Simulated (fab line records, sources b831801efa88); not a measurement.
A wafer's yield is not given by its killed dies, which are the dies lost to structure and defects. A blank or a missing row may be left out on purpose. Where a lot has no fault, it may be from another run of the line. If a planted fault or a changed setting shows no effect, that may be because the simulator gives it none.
A lot that was struck, set against a sound lot | flow gf180mcu | 19 out of 602 route steps
Sound: these wafers, L287.2, L287.4, L287.5. Struck: wafers L297.1, L297.4. The cause is given at the end.
For every step that has rows: the tool of each side, followed by ch and its chambers, followed by its first start. Under that, the readings that differ: sound wafers | struck wafers | difference of the means | sigmas: that difference in standard deviations of wafers without a fault.
alike: words and numbers the same on both sides, and readings whose means are apart by under 2 such deviations; not compared: readings that were withheld, readings missing a value for some wafer, numbers with overlapping values and no deviation given by the record, and bounds like >300 which may hide the same value.
The two part at a step that has a row with sigmas, a row that says differs or no value, or rows on one side only. Numbers that have no deviation but don't overlap get no sigmas and don't part them. A reading missing from all wafers of one side parts the sides only when that side holds two or more wafers.

first, 1 step without rows for these wafers: GF_V5_CVD_00 (deposits SiO2, target thk 300 nm, time 50 s).
GF_V5_THK_MEAS_01:
  sound on film-metro-03, day 27 14:01; struck on film-metro-02, day 30 14:05
  alike: V5_CVD_00_THK
GF_V5_CVD_02: deposits SiO2 from TEOS, target thk 1450 nm, time 163.28 s.
  sound on pecvd-04 ch 0,1, day 27 14:04; struck on pecvd-04 ch 1,2, day 30 14:09
  alike: heater-power-w
GF_V5_THK_MEAS_03:
  sound on film-metro-03, day 27 14:15; struck on film-metro-04, day 30 14:16
  alike: V5_CVD_02_THK
GF_V5_CMP_04: polishes SiO2.
  sound on cmp-02 ch 0,1,3, day 27 14:18; struck on cmp-01 ch 0,2, day 30 14:22
  alike: edge-zone-pressure-frac, motor-current-A
GF_V5_BOW_MEAS_05:
  sound on film-metro-04, day 27 14:37; struck on film-metro-04, day 30 14:37
  alike: V5_BOW
then, 6 steps without rows for these wafers: GF_V5_DEHYDRATE_06 (time 60 s); GF_V5_HMDS_07 (prime time 60 s); GF_V5_COAT_08; GF_V5_COAT_09 (resist thk 1000 nm); GF_V5_SOFTBAKE_10 (time 60 s); GF_V5_EXPOSE_11 (exposes mask Via5, target cd 260 nm).
GF_V5_PEB_12: peb time 90 s.
  sound on litho-track-02 ch 0, day 28 09:59; struck on litho-track-04 ch 0, day 31 08:04
  reading                  | sound             | struck      | difference | sigmas
  heater-power-total-W (W) | 85.63 85.61 85.64 | 91.31 91.10 | +5.58      | +72
  alike: resist-line-temp-C
then, 1 step without rows for these wafers: GF_V5_DEVELOP_13 (develop time 60 s).
GF_V5_CD_MEAS_14: target cd 260 nm.
  sound on cd-sem-01, day 28 10:19; struck on cd-sem-01, day 31 08:42
  reading    | sound             | struck      | difference | sigmas
  cd-nm (nm) | 262.0 262.6 260.9 | 255.0 257.3 | -5.7       | -5
  not compared: hold
GF_V5_OVL_MEAS_15:
  sound on overlay-02, day 28 10:25; struck on overlay-01, day 31 14:31
  reading | sound | struck                                            | difference                   | sigmas
  hold    | - - - | await-dispo/5.7h/release await-dispo/5.7h/release | no value on the sound wafers |
  alike: V5_OVL
GF_V5_ETCH_16: etches BARC in N2/H2.
  sound on rie-diel-03 ch 0,2,3, day 28 10:27; struck on rie-diel-03 ch 0,3, day 31 14:32
  reading             | sound         | struck      | difference | sigmas
  model.V5.cd-nm (nm) | 262 263 261.5 | 255.6 257.5 | -5.6       |
  alike: drypump-motor-current-A, oes-product-au, throttle-valve-pct
GF_V5_ETCH_17: etches SiO2 in C4F8/O2/Ar, stops on TiN, target depth 855 nm.
  sound: rie-diel-03 ch 0,2,3; struck: rie-diel-03 ch 0,3
  reading             | sound             | struck      | difference | sigmas
  model.V5.cd-nm (nm) | 261.9 263.6 260.6 | 255.1 257.3 | -5.8       |
  alike: oes-product-au
GF_V5_STRIP_18: strips in O2/N2.
  sound on plasma-asher-02 ch 0,1, day 28 10:37; struck on plasma-asher-02 ch 1, day 31 14:42
  alike: drypump-motor-current-A, heater-power-w, oes-product-au
  not compared: rf-hours-counter-h

== WHERE THEY PART ==
First at GF_V5_PEB_12; last, within this record, at GF_V5_OVL_MEAS_15. Later steps at which nothing parts them and some readings are alike: GF_V5_ETCH_16, GF_V5_ETCH_17, GF_V5_STRIP_18.

WHY: what the simulator had put in
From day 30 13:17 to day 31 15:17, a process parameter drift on litho-track-04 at GF_V5_PEB_12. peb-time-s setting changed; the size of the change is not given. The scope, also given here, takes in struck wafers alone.
